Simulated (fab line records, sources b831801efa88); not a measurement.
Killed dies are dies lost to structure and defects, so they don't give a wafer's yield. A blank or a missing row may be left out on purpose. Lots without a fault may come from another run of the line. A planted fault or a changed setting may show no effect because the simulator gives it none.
Chamber matching | flow gf180mcu | GF_V4_CMP_26 on cmp-01: 4 sister chambers
The step polishes, stops on SiO2, t overpolish 15 s, target thk 0 nm. 4 wafers are shown with their chamber, then 7 later ones without.

WAFERS WITH THEIR CHAMBER
wafer  | chamber | motor_current_A (A)
L802.6 | 3       | 11.9
L803.6 | 2       | 12.0
L812.2 | 1       | 11.8
L812.3 | 0       | 8.8

WAFERS WITHOUT THEIR CHAMBER
wafer  | motor_current_A (A)
L812.6 | 12.4
L813.2 | 11.3
L813.3 | 9.6
L813.5 | 9.2
L816.1 | 11.2
L816.2 | 12.3
L816.4 | 9.0

WHICH CHAMBER EACH WENT THROUGH
wafer  | from the rows above          | in truth
L812.6 | can't be placed: 2 or 3 or 1 | 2
L813.2 | can't be placed: 1 or 3 or 2 | 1
L813.3 | 0                            | 0
L813.5 | 0                            | 0
L816.1 | can't be placed: 1 or 3 or 2 | 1
L816.2 | can't be placed: 2 or 3 or 1 | 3
L816.4 | 0                            | 0
Placed correctly: 3 of 7. Can't be placed from these rows: 4 (the true chamber is among the candidates in 4). Placed wrongly: 0.
How it was worked out, from the rows above alone: a wafer's distance from a chamber is the root of the sum, over the readings, of the square of ((its reading less the chamber's mean) divided by the reading's scatter). The wafer belongs to the nearest chamber; if the next one is less than 2 further off, it can't be placed. A chamber's mean is the mean of its shown wafers. The scatter: with one shown wafer a chamber, the root of the mean of the squares of how far each hidden wafer lies from its nearest shown one.
